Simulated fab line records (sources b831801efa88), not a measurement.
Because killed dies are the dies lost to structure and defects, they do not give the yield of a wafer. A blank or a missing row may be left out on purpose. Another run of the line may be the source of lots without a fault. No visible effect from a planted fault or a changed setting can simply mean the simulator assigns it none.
Which tool did it? ; flow sky130 ; at 1 step of a route of 708, 7 lots with 21 wafers sampled

## WHAT EACH GAUGE READ, for each wafer
SKY_VT_ADJUST_LVTN_OVL_MEAS_07.
lot;measured;on;VT_ADJUST_LVTN_OVL (nm)
L178;day 7 06:04;overlay-02;0.5 -0.8 -0.4
L181;day 8 22:06;overlay-01;2.8 2.4 1.6
L185;day 9 16:29;overlay-01;-0.6 -0.2 2.9
L187;day 10 08:46;overlay-02;3.2 4.8 2.4
L191;day 11 04:12;overlay-02;2.2 1.4 3.2
L195;day 11 21:21;overlay-02;1.7 5.2 1.3
L199;day 13 03:25;overlay-02;0.9 -0.6 -0.7

## TOOL THAT RAN EACH LOT (tool first, then ch and the chambers of the sampled wafers, then the start)
There is no process step in the record ahead of these readings.

## THE ANSWER, worked out from the rows above alone
Rule: usual is defined by the lots themselves. Put in order of their means at a reading, lots are off if they are a third of the lots or fewer, leave a main group of 4 or more, and stand apart from it by a gap of 3 or more times the standard deviation of the main group's means; of several such gaps the widest counts. A main group is skipped when, at the precision printed for the reading in the tables above, its means are all equal. A lot without any number at a reading at which 4 lots or more have one is off too. Any other lot the step has rows for is counted as sound.
None of the lots is off at any reading shown; this tells nothing.

## WHAT THE SIMULATOR HAD INSERTED
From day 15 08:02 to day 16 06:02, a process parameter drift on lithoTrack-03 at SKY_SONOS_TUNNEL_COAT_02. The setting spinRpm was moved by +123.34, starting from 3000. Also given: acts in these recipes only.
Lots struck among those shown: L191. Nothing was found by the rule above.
